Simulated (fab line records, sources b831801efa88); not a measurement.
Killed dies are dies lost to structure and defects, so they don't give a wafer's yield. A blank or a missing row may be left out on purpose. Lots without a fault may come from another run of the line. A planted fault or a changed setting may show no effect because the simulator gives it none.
One fault seen from 2 desks | flow gf180mcu | each desk has only its own numbers; what lay behind them comes last

THE TOOL OWNER'S DESK: pecvd-02
The tool's own readings at GF_PASSIVATION_CVD_00 (deposits SiO2 from TEOS, target thk 1000 nm, time 111.95 s): means of the sampled wafers that have a number, for each lot that ran on this tool. A lot is out of limits, marked OUT, if its mean lies more than 4 standard deviations from the usual mean; the brackets give that distance.
Columns: A = heater_power_w at GF_PASSIVATION_CVD_00, usual 611 W
lot  | first seen here | A
L634 | day 27 18:43    | 683
L638 | day 29 02:13    | 669
L643 | day 31 09:55    | 634
L644 | day 31 19:12    | 653
L656 | day 34 00:21    | 653
L657 | day 34 07:25    | 657
This desk's finding: nothing out of limits on any of the 6 lots.

THE METROLOGY DESK
What the gauges read, lot by lot, whatever tool the lot ran on: means of the sampled wafers that have a number. A lot is out of limits, marked OUT, if its mean lies more than 4 standard deviations from the usual mean; the brackets give that distance.
Columns: A = V5_CVD_02_THK at GF_V5_THK_MEAS_03, usual 1444 nm
lot  | first seen here | A
L634 | day 25 23:13    | 1440
L637 | day 27 03:49    | 1461
L638 | day 27 08:29    | 1450
L643 | day 29 18:58    | 1447
L644 | day 30 04:11    | 1445
L650 | day 31 04:39    | 1452
L651 | day 31 15:27    | 1433
L652 | day 31 15:44    | 1433
L653 | day 31 21:29    | 1436
L654 | day 32 01:38    | 1453
L655 | day 32 07:07    | 1433
L656 | day 32 14:04    | 1458
L657 | day 32 21:29    | 1450
This desk's finding: nothing out of limits on any of the 13 lots.

PUT TOGETHER
The tool owner's desk saw nothing out of limits.
The metrology desk saw nothing out of limits.

WHAT THE SIMULATOR HAD PUT IN
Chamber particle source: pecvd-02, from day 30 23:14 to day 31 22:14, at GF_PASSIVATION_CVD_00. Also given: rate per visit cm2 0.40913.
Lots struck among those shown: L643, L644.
